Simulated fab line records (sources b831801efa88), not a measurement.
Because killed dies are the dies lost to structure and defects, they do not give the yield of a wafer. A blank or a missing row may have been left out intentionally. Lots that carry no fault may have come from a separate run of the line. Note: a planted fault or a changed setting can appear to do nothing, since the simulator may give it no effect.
Struck lot and sound lot, side by side	flow gf180mcu	15 out of 602 route steps
Sound: the wafers L672.1, L672.2, L672.6. The struck wafers were L679.1, L679.3, L679.6. The cause is given at the end.
Order at every step that has rows: each side's tool, ch and its chambers, its first start. Under that, the readings that differ: sound wafers	struck wafers	difference of the means	sigmas: that difference in standard deviations of wafers without a fault.
alike: same words and numbers on both sides, and readings whose means sit less than 2 such deviations apart. not compared: any withheld reading, any reading some wafer has no value for, any bound like >300 that may hide the same value, and any number with overlapping values for which the record gives no deviation.
A row with sigmas, a row that says differs or no value, or rows on one side alone: a step with any of these is where the two part. Non-overlapping numbers with no deviation appear without sigmas and do not part them. A reading missing from all wafers of one side parts the sides only when that side holds two or more wafers.

GF_LVPWELL_STRIP_10: strips in O2/N2.
  sound on plasmaAsher-01 ch 0,1, day 6 05:11; struck on plasmaAsher-01 ch 0,1, day 7 22:22
  alike: drypumpMotorCurrentA, heaterPowerW, o2FlowSccm, oesProductAu, stripTimeToEndpointS
  not compared: rfHoursCounterH
GF_LVPWELL_TW_MEAS_11:
  struck on filmMetro-01, day 7 22:28; sound on filmMetro-04, day 6 05:17
  alike: LVPWELL_TW
then, 7 steps without rows for these wafers: GF_MVSD_DEHYDRATE_00 (time 60 s); GF_MVSD_HMDS_01 (prime time 60 s); GF_MVSD_COAT_02 (resist thk 3000 nm); GF_MVSD_SOFTBAKE_03; GF_MVSD_EXPOSE_04 (exposes mask MVSD, target cd 1000 nm); GF_MVSD_PEB_05; GF_MVSD_DEVELOP_06 (develop time 60 s).
GF_MVSD_OVL_MEAS_07:
  struck on overlay-02, day 8 15:29; sound on overlay-01, day 6 20:14
  alike: MVSD_OVL
then, 2 steps without rows for these wafers: GF_MVSD_IMPLANT_08; GF_MVSD_IMPLANT_09.
GF_MVSD_STRIP_10: strips in O2/N2.
  sound on plasmaAsher-02 ch 0,1, day 6 20:34; struck on plasmaAsher-03 ch 0,1, day 8 15:49
reading	sound	struck	difference	sigmas
o2FlowSccm (sccm)	3002 3008 2989	2389 2394 2392	-608	-71
oesProductAu (a.u.)	0.727 0.720 0.718	0.713 0.715 0.708	-0.010	-2
stripTimeToEndpointS (s)	37.02 37.11 37.17	37.53 37.41 37.43	+0.36	+3
  alike: drypumpMotorCurrentA, heaterPowerW
  not compared: rfHoursCounterH
GF_MVSD_TW_MEAS_11:
  struck on filmMetro-01, day 8 15:55; sound on filmMetro-04, day 6 20:40
reading	sound	struck	difference	sigmas
MVSD_TW	1585 1586 1591	1536 1545 1549	-44	-3
-- the record jumps here: 25 days lie between the struck wafers' starts before and after (it left off in module MVSD and takes up again in module PASSIVATION, whose first step shown is number 602 of the route) --
GF_PASSIVATION_PROBE_99:
  only the struck wafers here have rows in the record (prober-02, day 33 23:24); the sound ones have none

WHERE THEY PART
First at GF_MVSD_STRIP_10; last, within this record, at GF_PASSIVATION_PROBE_99.

WHY: what had been put in by the simulator
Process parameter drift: plasmaAsher-03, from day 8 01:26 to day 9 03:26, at GF_MVSD_STRIP_10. From 3000, the setting o2FlowSccm moved by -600. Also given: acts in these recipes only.
